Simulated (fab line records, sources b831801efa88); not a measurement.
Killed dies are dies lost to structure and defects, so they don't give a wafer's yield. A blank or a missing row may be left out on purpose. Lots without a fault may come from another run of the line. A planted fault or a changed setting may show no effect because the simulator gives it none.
Split-lot experiment | flow sky130 | 5 lots, 23 wafers read, on a route of 708 steps

THE SPLIT
At SKY_METAL2_EXPOSE_12 (exposes mask MM2, target cd 140 nm), the setting dose_mj was moved away from the recipe's 28 on 9 of the 23 wafers read, by -6.1% to +6.4%. The other wafers ran this setting at the recipe's value.

FROM THE SPLIT TO THE READING: what the file shows between them, 1 step
- SKY_METAL2_DEVELOP_14: develop time 60 s (also split here: dev_temp_c)

THE READING
cd_nm, in nm, at SKY_METAL2_CD_MEAS_15 (target cd 140 nm). Fault-free wafers of this fab line usually give 139.4 nm, standard deviation 1.6 nm.

wafer  | tool, chamber at the split | dose_mj as run | against the recipe | cd_nm, nm | against lot-mates on the recipe
L075.1 | krf_scanner-02, 0          | 29.69          | +6.0%              | 128.6     | -9.8
L075.2 | krf_scanner-02, 0          | 29.69          | +6.0%              | 127.2     | -11.2
L075.3 | krf_scanner-02, 0          | 28             | recipe             | 138.1     | -
L075.4 | krf_scanner-02, 0          | 28             | recipe             | 139.6     | -
L075.5 | krf_scanner-02, 0          | 28             | recipe             | 137.6     | -
L078.2 | krf_scanner-01, 0          | 28             | recipe             | 139.0     | -
L078.3 | krf_scanner-01, 0          | 27.1           | -3.2%              | 146.0     | +6.5
L078.4 | krf_scanner-01, 0          | 28             | recipe             | 140.0     | -
L078.5 | krf_scanner-01, 0          | 27.1           | -3.2%              | 145.0     | +5.5
L078.6 | krf_scanner-01, 0          | 27.1           | -3.2%              | 147.1     | +7.6
L079.2 | krf_scanner-02, 0          | 28             | recipe             | 140.0     | -
L079.3 | krf_scanner-02, 0          | 29.8           | +6.4%              | 127.4     | -12.0
L079.4 | krf_scanner-02, 0          | 28             | recipe             | 139.7     | -
L079.5 | krf_scanner-02, 0          | 28             | recipe             | 138.6     | -
L079.6 | krf_scanner-02, 0          | 29.8           | +6.4%              | 127.3     | -12.1
L080.2 | krf_scanner-01, 0          | 28             | recipe             | 136.4     | -
L080.3 | krf_scanner-01, 0          | 28             | recipe             | 138.0     | -
L080.4 | krf_scanner-01, 0          | 26.28          | -6.1%              | 151.1     | +14.0
L080.5 | krf_scanner-01, 0          | 28             | recipe             | 137.0     | -
L080.6 | krf_scanner-01, 0          | 26.28          | -6.1%              | 150.5     | +13.4
L084.1 | krf_scanner-02, 0          | 28             | recipe             | 139.5     | -
L084.3 | krf_scanner-02, 0          | 28             | recipe             | 139.5     | -
L084.6 | krf_scanner-02, 0          | 28             | recipe             | 139.4     | -

THE FIT
A straight line over all 23 wafers: cd_nm changes by -1.9 nm for each +1% of dose_mj; r = -0.99; the points scatter about the line by 1.1 nm.
The same after taking each lot's own level away (the mean of its wafers on the recipe; 23 wafers): -1.96 nm for each +1%; r = -0.99; scatter 0.85 nm.
On that fit, the largest move of dose_mj shifts the reading by 13 nm.
The lots' own levels span 137.13 to 139.50 nm, that is 1.5 times the standard deviation above.
So the lot-to-lot level changes the slope little: the two slopes agree.
Check: with one of the wafers moved furthest among these (+6.4%) left out of the fit, the line predicts -12.4 nm for it against its lot-mates. It came out at -12 nm against them.

OTHER SPLITS ON THESE WAFERS
These wafers also went through other splits before the reading. Each is held against what the fit with the lots' levels taken away leaves over:
other split on the same wafers             | wafers away from the commonest value | r with cd_nm (lot level and that fit taken away)
SKY_CONTACT_DEVELOP_13 dev_temp_c          | 10                                   | -0.25
SKY_CONTACT_SPUTTER_23 chamber_pressure_pa | 18                                   | +0.20
SKY_METAL1_DEVELOP_14 dev_temp_c           | 8                                    | +0.07
SKY_VIA1_CMP_02 leave_above_ref_nm         | 8                                    | +0.29
SKY_VIA1_COAT_06 resist_thk_nm             | 9                                    | -0.11
SKY_VIA1_SPUTTER_20 power_w                | 7                                    | -0.02
SKY_METAL2_SPUTTER_04 power_w              | 6                                    | +0.14
SKY_METAL2_DEVELOP_14 dev_temp_c           | 4                                    | -0.49

THE WHOLE CHAIN: every reading that the file lists as answering this split, in the file's order
step                  | what it does           | reading                                                       | change (the file's fit)              | r (the file's)
SKY_METAL2_CD_MEAS_15 | target cd 140 nm       | cd_nm                                                         | -1.96 nm for each +1% of the setting | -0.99
SKY_METAL2_DESCUM_17  | chemistry O2, time 8 s | METAL2.cd_nm (the simulator's own value, which no gauge read) | -1.93 nm for each +1% of the setting | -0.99

THE FILE'S OWN FIT
cd_nm changes by -1.96 nm for each +1% of dose_mj, r = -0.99.
